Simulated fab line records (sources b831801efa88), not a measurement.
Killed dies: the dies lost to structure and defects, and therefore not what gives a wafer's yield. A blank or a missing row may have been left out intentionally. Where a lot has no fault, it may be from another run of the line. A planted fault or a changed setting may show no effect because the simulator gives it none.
A single fault, viewed from 2 desks + flow gf180mcu + only its own numbers are on each desk; what lay behind them is given at the end

## METROLOGY DESK
What the gauges read, lot by lot, whatever tool the lot ran on: means of the sampled wafers that have a number. If a lot's mean is further than 4 standard deviations from the usual mean, the lot is out of limits and carries the mark OUT (the distance appears in the brackets).
Columns: A = VT_IMPLANT_2_TW at GF_VT_IMPLANT_TW_MEAS_21, usual 1211
| lot  | first seen here | A               |
|------|-----------------|-----------------|
| L552 | day 6 07:27     | 1187            |
| L553 | day 6 12:13     | 1229            |
| L562 | day 8 21:42     | 1136 (-4.4) OUT |
| L563 | day 9 07:17     | 1223            |
| L565 | day 9 18:12     | 1197            |
| L567 | day 10 09:41    | 1231            |
| L569 | day 10 20:59    | 1193            |
| L572 | day 11 16:44    | 1198            |
| L573 | day 11 22:22    | 1220            |
| L574 | day 12 03:51    | 1189            |
| L575 | day 12 10:35    | 1223            |
Per this desk, out of limits: L562; the first was L562, day 8 21:42 (VT_IMPLANT_2_TW at GF_VT_IMPLANT_TW_MEAS_21). Within limits: L552, L553, L563, L565, L567, L569, L572, L573, L574, L575.

## TOOL OWNER'S DESK, implanter-04
The tool's own readings at GF_VT_IMPLANT_IMPLANT_19, given as means over the sampled wafers that have a number, one for each lot that went through this tool. If a lot's mean is further than 4 standard deviations from the usual mean, the lot is out of limits and carries the mark OUT (the distance appears in the brackets).
Columns: A = beamOnS at GF_VT_IMPLANT_IMPLANT_19, usual 10.00 s; B = doseIonsCm2 at GF_VT_IMPLANT_IMPLANT_19, usual 4.351e+12; C = faradayCurrentUA at GF_VT_IMPLANT_IMPLANT_19, usual 24.5
| lot  | first seen here | A     | B         | C    |
|------|-----------------|-------|-----------|------|
| L552 | day 6 07:14     | 9.78  | 4.355e+12 | 25.1 |
| L562 | day 8 21:29     | 9.91  | 4.343e+12 | 24.7 |
| L573 | day 11 22:07    | 10.04 | 4.356e+12 | 24.4 |
This desk's verdict: no lot among the 3 shows anything out of limits.

## TAKEN TOGETHER
At day 8 21:42 the metrology desk could have sounded an alarm, on L562.
Nothing out of limits was seen by the tool owner's desk.
Tool owner's desk: L562 on record, inside its limits.
GF_VT_IMPLANT_IMPLANT_19 was run on implanter-04 by each of the lots named.

## WHAT WAS PUT IN BY THE SIMULATOR
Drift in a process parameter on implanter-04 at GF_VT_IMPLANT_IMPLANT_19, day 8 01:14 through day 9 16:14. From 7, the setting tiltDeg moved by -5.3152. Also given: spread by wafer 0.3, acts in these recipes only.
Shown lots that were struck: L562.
Delay in hours, fault start to first out-of-limits reading, per desk: metrology desk 20.
